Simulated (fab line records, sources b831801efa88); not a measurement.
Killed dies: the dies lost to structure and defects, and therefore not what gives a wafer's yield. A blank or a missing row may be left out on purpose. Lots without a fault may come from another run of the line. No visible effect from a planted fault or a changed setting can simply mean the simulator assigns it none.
Which of the tools did it? | flow gf180mcu | 45 wafers from 15 lots sampled at 3 of the route's 602 steps

WHAT EACH GAUGE READ, for each wafer
GF_V5_THK_MEAS_01.
lot  | measured     | on            | V5_CVD_00_THK (nm)
L725 | day 26 07:44 | film-metro-02 | 299 304 301
L726 | day 26 14:17 | film-metro-03 | 296 302 301
L727 | day 27 01:19 | film-metro-03 | 303 300 301
L729 | day 27 16:41 | film-metro-03 | 300 294 299
L730 | day 28 01:57 | film-metro-03 | 301 292 292
L732 | day 28 12:26 | film-metro-02 | 292 298 291
L739 | day 30 12:24 | film-metro-01 | 294 295 300
L740 | day 31 03:00 | film-metro-01 | 298 299 301
L741 | day 31 06:56 | film-metro-03 | 302 299 297
L742 | day 31 10:37 | film-metro-03 | 300 296 298
L743 | day 31 18:19 | film-metro-02 | 296 295 296
L744 | day 32 04:39 | film-metro-03 | 298 300 303
L745 | day 32 05:56 | film-metro-02 | 293 299 298
L748 | day 32 18:53 | film-metro-03 | 300 299 300
L746 | day 32 18:53 | film-metro-02 | 301 305 300

GF_V5_RS_MEAS_24: the measuring method here is four-point-probe.
lot  | measured     | on            | V5_W_RS (ohm/sq)
L725 | day 27 05:36 | film-metro-01 | 0.330 0.333 0.331
L726 | day 27 12:01 | film-metro-01 | 0.331 0.338 0.343
L727 | day 27 22:34 | film-metro-01 | 0.337 0.331 0.340
L729 | day 28 13:37 | film-metro-02 | 0.338 0.333 0.330
L730 | day 28 22:37 | film-metro-02 | 0.324 0.319 0.327
L732 | day 29 08:46 | film-metro-03 | 0.335 0.336 0.337
L739 | day 31 07:20 | film-metro-03 | 0.321 0.319 0.321
L740 | day 31 22:23 | film-metro-01 | 0.334 0.332 0.330
L741 | day 32 01:25 | film-metro-01 | 0.327 0.326 0.324
L742 | day 32 05:11 | film-metro-02 | 0.319 0.323 0.326
L743 | day 32 12:44 | film-metro-03 | 0.332 0.337 0.329
L744 | day 32 22:40 | film-metro-02 | 0.322 0.324 0.325
L745 | day 33 00:53 | film-metro-01 | 0.330 0.332 0.337
L748 | day 33 11:49 | film-metro-01 | 0.324 0.328 0.327
L746 | day 33 13:07 | film-metro-01 | 0.322 0.326 0.323

TOOL THAT RAN EACH LOT (tool first, then ch and the chambers of the sampled wafers, then the start)
lot  | GF_V5_CVD_23
L725 | cvd-w-02 ch 0,1, day 27 05:29
L726 | cvd-w-02 ch 0,1, day 27 11:54
L727 | cvd-w-02 ch 0,1, day 27 22:28
L729 | cvd-w-02 ch 0,1, day 28 13:30
L730 | cvd-w-01 ch 0,1, day 28 22:28
L732 | cvd-w-02 ch 0,1, day 29 08:39
L739 | cvd-w-01 ch 0, day 31 07:13
L740 | cvd-w-02 ch 0,1, day 31 22:14
L741 | cvd-w-01 ch 0,1, day 32 01:17
L742 | cvd-w-01 ch 0,1, day 32 05:05
L743 | cvd-w-02 ch 0, day 32 12:32
L744 | cvd-w-01 ch 0,1, day 32 22:32
L745 | cvd-w-02 ch 0,1, day 33 00:46
L748 | cvd-w-02 ch 0,1, day 33 11:43
L746 | cvd-w-01 ch 0,1, day 33 12:59
- GF_V5_CVD_23: deposits W, target thk 350 nm, time 104.9 s.

AS READ BY THE TOOLS THEMSELVES (means over the sampled wafers that have a number; for cases with no such wafer, the mark the record gives instead)
GF_V5_CVD_23.
lot  | tool     | heater-power-w (W)
L725 | cvd-w-02 | 897
L726 | cvd-w-02 | 782
L727 | cvd-w-02 | 774
L729 | cvd-w-02 | 903
L730 | cvd-w-01 | 791
L732 | cvd-w-02 | 780
L739 | cvd-w-01 | 797
L740 | cvd-w-02 | 911
L741 | cvd-w-01 | 797
L742 | cvd-w-01 | 819
L743 | cvd-w-02 | 676
L744 | cvd-w-01 | 815
L745 | cvd-w-02 | 785
L748 | cvd-w-02 | 906
L746 | cvd-w-01 | 804

THE ANSWER, worked out from the rows above alone
Rule: what is usual is taken from the lots themselves. Put in order of their means at a reading, lots are off if they are a third of the lots or fewer, leave a main group of 4 or more, and stand apart from it by a gap of 3 or more times the standard deviation of the main group's means; of several such gaps the widest counts. Not used: any main group whose means are identical at the precision the tables above print for the reading. A lot without any number at a reading at which 4 lots or more have one is off too. Any other lot the step has rows for is counted as sound. Order of review: gauges by route order, followed by the tools' own readings, for which a lot's mean as printed above is used. The first step at which some lot is off is used, and at that step the reading that is off furthest; a lot without a number counts as furthest.
No lot is off on any of the readings shown, so nothing can be concluded from this.

WHAT THE SIMULATOR HAD PUT IN
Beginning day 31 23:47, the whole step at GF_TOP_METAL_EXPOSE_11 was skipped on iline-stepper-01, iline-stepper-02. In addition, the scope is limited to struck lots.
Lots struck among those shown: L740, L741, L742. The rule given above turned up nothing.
